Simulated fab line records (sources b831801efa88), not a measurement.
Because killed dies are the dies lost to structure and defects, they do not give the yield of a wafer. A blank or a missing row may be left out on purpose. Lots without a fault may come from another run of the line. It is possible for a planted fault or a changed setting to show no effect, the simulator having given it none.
Which tool did it? -- flow gf180mcu -- 14 lots with 42 wafers sampled at 3 steps, on a route of 602 steps

## WHAT THE GAUGES READ, wafer by wafer
GF_HV_LDD_CD_MEAS_46: the cd target is 400 nm. Usual: cd nm reads 400.4 nm (standard deviation 1.8).
lot,measured,on,cd nm (nm),flag
L308,day 12 18:52,cd sem-01,399.5 399.4 399.3,
L309,day 13 01:38,cd sem-02,398.8 401.4 399.9,
L310,day 13 02:33,cd sem-01,399.5 399.0 398.1,
L311,day 14 03:34,cd sem-01,399.7 401.8 401.5,
L314,day 15 06:41,cd sem-01,403.0 403.2 400.6,
L315,day 15 14:19,cd sem-02,401.3 400.0 400.5,
L316,day 15 19:03,cd sem-02,403.8 401.8 402.7,
L318,day 16 12:01,cd sem-02,403.1 402.5 402.5,
L320,day 16 20:14,cd sem-01,402.7 401.7 403.0,
L322,day 17 10:50,cd sem-01,402.4 402.5 402.4,
L321,day 17 12:44,cd sem-01,400.6 402.0 403.6,
L324,day 18 02:11,cd sem-02,399.0 398.1 398.7,
L329,day 19 13:39,cd sem-01,400.1 400.2 396.9,
L330,day 19 21:47,cd sem-01,396.9 398.1 398.3,

GF_SAB_CD_MEAS_09: the cd target is 420 nm. Usual: cd nm reads 419.6 nm (standard deviation 2.7).
lot,measured,on,cd nm (nm),flag
L308,day 15 13:29,cd sem-01,420.7 421.5 420.6,
L309,day 15 22:44,cd sem-01,420.4 419.5 418.0,
L310,day 15 23:31,cd sem-02,417.3 419.3 418.2,
L311,day 16 23:25,cd sem-02,419.3 418.7 418.9,
L314,day 18 05:43,cd sem-02,419.2 419.6 418.8,
L315,day 18 14:08,cd sem-02,417.1 417.6 416.5,
L316,day 18 18:41,cd sem-02,423.3 424.9 425.4,
L318,day 19 12:50,cd sem-02,417.0 418.6 417.9,
L320,day 19 20:47,cd sem-01,421.1 418.4 421.0,
L322,day 20 13:11,cd sem-01,422.2 418.3 421.9,
L321,day 20 15:49,cd sem-01,422.8 423.3 426.3,
L324,day 21 06:31,cd sem-02,415.8 414.1 415.9,
L329,day 22 17:19,cd sem-01,422.9 421.5 423.0,
L330,day 23 02:02,cd sem-01,418.8 419.2 417.6,

## WHAT TOOL EACH LOT RAN ON (gives the tool, then ch and the chambers of the sampled wafers, and finally the start)
lot,GF_PSD_CLEAN_12
L308,"wet bench-04 ch 3, day 14 16:10"
L309,"wet bench-04 ch 0, day 15 01:18"
L310,"wet bench-03 ch 0, day 15 01:29"
L311,"wet bench-03 ch 3, day 16 01:32"
L314,"wet bench-02 ch 0, day 17 07:00"
L315,"wet bench-03 ch 0, day 17 14:30"
L316,"wet bench-03 ch 3, day 17 19:21"
L318,"wet bench-02 ch 0, day 18 14:21"
L320,"wet bench-04 ch 1, day 18 20:59"
L322,"wet bench-02 ch 2, day 19 13:00"
L321,"wet bench-03 ch 0, day 19 15:16"
L324,"wet bench-03 ch 1, day 20 05:48"
L329,"wet bench-03 ch 0, day 21 17:42"
L330,"wet bench-03 ch 2, day 22 02:22"
- GF_PSD_CLEAN_12: cleans in SC1/SC2, time 150 s.

## WHAT THE TOOLS THEMSELVES READ (means of the sampled wafers that have a number; where no wafer has one, the mark that the record gives instead)
GF_PSD_CLEAN_12. Usual: bath guard temp C 69.8 C, standard deviation 0.36; bath heat duty pct 13.8 %, standard deviation 1.4.
lot,tool,bath guard temp C (C),bath heat duty pct (%),flag
L308,wet bench-04,70.3,14.8,
L309,wet bench-04,69.8,14.5,
L310,wet bench-03,69.5,15.2,
L311,wet bench-03,70.0,11.8,
L314,wet bench-02,69.9,13.0,
L315,wet bench-03,69.6,14.6,
L316,wet bench-03,69.9,12.4,
L318,wet bench-02,70.2,13.3,
L320,wet bench-04,-,-,OFF
L322,wet bench-02,-,-,OFF
L321,wet bench-03,69.8,15.6,
L324,wet bench-03,69.3,15.7,
L329,wet bench-03,69.6,15.2,
L330,wet bench-03,69.5,12.7,

## THE ANSWER, worked out from the rows above alone
Rule: a lot is off if the mean of its wafers that have a number lies more than 3 standard deviations from the usual mean. Also off: a lot with no number at a reading for which 4 or more lots have one. The other lots that the step has rows for count as sound. The gauges are gone through in route order, then the tools' own readings, and for those a lot's mean is taken as printed above. The first step at which some lot is off is used, and at that step the reading that is off furthest; a lot without a number counts as furthest.
Off at GF_PSD_CLEAN_12 (bath guard temp C): L320, L322. Without a number there: L320, L322.
If a tool, at that step or one of the process steps before it, ran each lot that is off and ran no sound lot following the first of them, it fits. No candidate that was tried fits.

## WHAT THE SIMULATOR HAD PUT IN
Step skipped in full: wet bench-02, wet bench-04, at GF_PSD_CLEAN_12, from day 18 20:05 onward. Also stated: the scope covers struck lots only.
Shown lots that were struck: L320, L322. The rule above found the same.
